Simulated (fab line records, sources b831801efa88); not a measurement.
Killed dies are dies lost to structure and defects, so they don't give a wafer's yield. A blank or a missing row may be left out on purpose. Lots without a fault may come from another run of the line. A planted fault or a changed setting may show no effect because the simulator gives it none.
Which tool did it? | flow gf180mcu | 6 lots, 18 wafers sampled, at 2 steps of a route of 602

WHAT THE GAUGES READ, wafer by wafer
GF_MIM_RS_MEAS_10: measures by four-point-probe.
lot  | measured     | on            | MIM_ALCU_RS (ohm/sq)
L639 | day 25 16:11 | film_metro-04 | 0.1614 0.1592 0.1594
L642 | day 26 22:07 | film_metro-03 | 0.1584 0.1628 0.1624
L645 | day 27 16:58 | film_metro-02 | 0.1603 0.1585 0.1595
L654 | day 30 03:31 | film_metro-04 | 0.1635 0.1629 0.1611
L656 | day 30 23:35 | film_metro-03 | 0.1587 0.1552 0.1586
L658 | day 31 08:29 | film_metro-03 | 0.1603 0.1590 0.1599

WHICH TOOL RAN EACH LOT (tool, then ch and the chambers of the sampled wafers, then the start)
lot  | GF_MIM_SPUTTER_04
L639 | pvd_sputter-01, day 25 15:58
L642 | pvd_sputter-04, day 26 21:53
L645 | pvd_sputter-04, day 27 16:44
L654 | pvd_sputter-04, day 30 03:16
L656 | pvd_sputter-01, day 30 23:20
L658 | pvd_sputter-04, day 31 08:12
- GF_MIM_SPUTTER_04: material TiN, target thk 50 nm, time 41.7 s.

THE ANSWER, worked out from the rows above alone
Rule: what is usual is taken from the lots themselves. Put in order of their means at a reading, lots are off if they are a third of the lots or fewer, leave a main group of 4 or more, and stand apart from it by a gap of 3 or more times the standard deviation of the main group's means; of several such gaps the widest counts. A main group whose means are all the same, to the digits that the tables above print for the reading, isn't used. A lot without any number at a reading at which 4 lots or more have one is off too. The other lots that the step has rows for count as sound.
No lot is off at any reading shown: from this, nothing can be told.

WHAT THE SIMULATOR HAD PUT IN
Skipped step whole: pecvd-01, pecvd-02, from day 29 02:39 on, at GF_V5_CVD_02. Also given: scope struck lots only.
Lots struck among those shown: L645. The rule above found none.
